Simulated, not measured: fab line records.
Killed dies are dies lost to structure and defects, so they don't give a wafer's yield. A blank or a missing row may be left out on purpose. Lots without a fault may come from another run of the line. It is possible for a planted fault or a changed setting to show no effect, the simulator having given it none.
Which tool is to blame? -- flow gf180mcu -- Sampling: 13 lots, 39 wafers, 4 of 602 route steps

## WHAT THE GAUGES SHOWED, per wafer
GF_MIM_RS_MEAS_10: measures by four-point-probe.
lot,measured,on,MIM_ALCU_RS (ohm/sq)
L860,day 24 22:49,filmMetro-04,0.1593 0.1590 0.1608
L862,day 25 18:31,filmMetro-04,0.1593 0.1616 0.1612
L863,day 26 04:17,filmMetro-03,0.1618 0.1613 0.1597
L864,day 26 12:59,filmMetro-04,0.1606 0.1591 0.1592
L867,day 27 09:11,filmMetro-03,0.1610 0.1620 0.1609
L868,day 28 05:26,filmMetro-03,0.1589 0.1587 0.1616
L869,day 28 14:26,filmMetro-02,0.1602 0.1595 0.1614
L870,day 28 15:45,filmMetro-03,0.1568 0.1577 0.1567
L872,day 29 07:02,filmMetro-02,0.1613 0.1613 0.1632
L873,day 29 15:19,filmMetro-04,0.1608 0.1609 0.1589
L874,day 29 19:51,filmMetro-02,0.1600 0.1572 0.1580
L877,day 30 07:42,filmMetro-02,0.1596 0.1575 0.1610
L878,day 30 20:12,filmMetro-04,0.1593 0.1577 0.1572

GF_V5_THK_MEAS_25: measures by xrf.
lot,measured,on,V5_W_THK (nm)
L860,day 27 15:49,filmMetro-01,363 358 356
L862,day 28 10:46,filmMetro-01,355 352 357
L863,day 28 19:24,filmMetro-04,352 355 360
L864,day 29 04:19,filmMetro-02,350 346 345
L867,day 29 20:58,filmMetro-04,353 349 354
L868,day 30 15:55,filmMetro-04,350 348 350
L869,day 31 01:48,filmMetro-01,358 355 359
L870,day 31 01:48,filmMetro-02,348 346 347
L872,day 31 16:05,filmMetro-02,354 355 358
L873,day 31 23:58,filmMetro-02,353 358 347
L874,day 32 03:49,filmMetro-02,347 344 348
L877,day 32 15:15,filmMetro-02,342 342 343
L878,day 33 02:46,filmMetro-01,351 362 353

## WHICH TOOL RAN EACH LOT (tool, then ch and the chambers of the sampled wafers, then the start)
lot,GF_V4_CMP_26,GF_MIM_SPUTTER_01
L860,"cmp-01 ch 0,1,2, day 24 22:05","pvdSputter-04, day 24 22:29"
L862,"cmp-01 ch 1,3, day 25 17:47","pvdSputter-04, day 25 18:11"
L863,"cmp-01 ch 0,1,2, day 26 03:34","pvdSputter-04, day 26 03:58"
L864,"cmp-01 ch 0,1,2, day 26 12:19","pvdSputter-04, day 26 12:40"
L867,"cmp-01 ch 1,2, day 27 08:28","pvdSputter-04, day 27 08:52"
L868,"cmp-02 ch 0,1,3, day 28 04:53","pvdSputter-04, day 28 05:08"
L869,"cmp-02 ch 0,2,3, day 28 13:43","pvdSputter-04, day 28 14:07"
L870,"cmp-01 ch 0,1,2, day 28 15:08","pvdSputter-03, day 28 15:23"
L872,"cmp-01 ch 0,1,3, day 29 06:22","pvdSputter-03, day 29 06:43"
L873,"cmp-02 ch 0,2,3, day 29 14:41","pvdSputter-03, day 29 14:59"
L874,"cmp-02 ch 0,3, day 29 19:07","pvdSputter-03, day 29 19:31"
L877,"cmp-02 ch 0,1,2, day 30 06:59","pvdSputter-03, day 30 07:23"
L878,"cmp-01 ch 0,3, day 30 19:29","pvdSputter-03, day 30 19:53"
- GF_V4_CMP_26: polishes, stops on SiO2, t overpolish 15 s, target thk 0 nm.
- GF_MIM_SPUTTER_01: material TiN, target thk 30 nm, time 25 s.

## WHAT THE TOOLS THEMSELVES READ (means of the sampled wafers that have a number; where no wafer has one, the mark that the record gives instead)
GF_V4_CMP_26.
lot,tool,motorCurrentA (A),overpolishRunS (s),timeToEndpointS (s)
L860,cmp-01,10.4,15.002,84.5
L862,cmp-01,11.2,14.994,85.0
L863,cmp-01,10.3,14.993,81.7
L864,cmp-01,10.4,15.004,83.3
L867,cmp-01,10.5,15.007,84.6
L868,cmp-02,12.0,15.004,80.2
L869,cmp-02,12.4,15.002,82.5
L870,cmp-01,10.3,14.999,87.3
L872,cmp-01,11.0,14.998,91.5
L873,cmp-02,12.4,14.999,84.4
L874,cmp-02,12.7,14.995,83.5
L877,cmp-02,11.9,15.001,85.4
L878,cmp-01,10.8,14.999,87.5

GF_MIM_SPUTTER_01.
lot,tool,throttleValvePct (%)
L860,pvdSputter-04,29.6
L862,pvdSputter-04,29.0
L863,pvdSputter-04,29.6
L864,pvdSputter-04,29.8
L867,pvdSputter-04,29.7
L868,pvdSputter-04,29.2
L869,pvdSputter-04,30.2
L870,pvdSputter-03,29.8
L872,pvdSputter-03,30.0
L873,pvdSputter-03,29.7
L874,pvdSputter-03,29.5
L877,pvdSputter-03,29.8
L878,pvdSputter-03,29.9

## THE ANSWER, worked out from the rows above alone
Rule: the usual values come from the lots themselves. Put in order of their means at a reading, lots are off if they are a third of the lots or fewer, leave a main group of 4 or more, and stand apart from it by a gap of 3 or more times the standard deviation of the main group's means; of several such gaps the widest counts. Not used: any main group whose means are identical at the precision the tables above print for the reading. A lot without any number at a reading at which 4 lots or more have one is off too. All remaining lots with rows at the step are treated as sound. First the gauges in route order, then the tools' own readings, where a lot's mean is used as printed above. At the first step where some lot is off, the reading lying furthest off is the one used; lots without a number count as furthest.
No lot is off at any reading shown: from this, nothing can be told.

## WHAT THE SIMULATOR PUT IN
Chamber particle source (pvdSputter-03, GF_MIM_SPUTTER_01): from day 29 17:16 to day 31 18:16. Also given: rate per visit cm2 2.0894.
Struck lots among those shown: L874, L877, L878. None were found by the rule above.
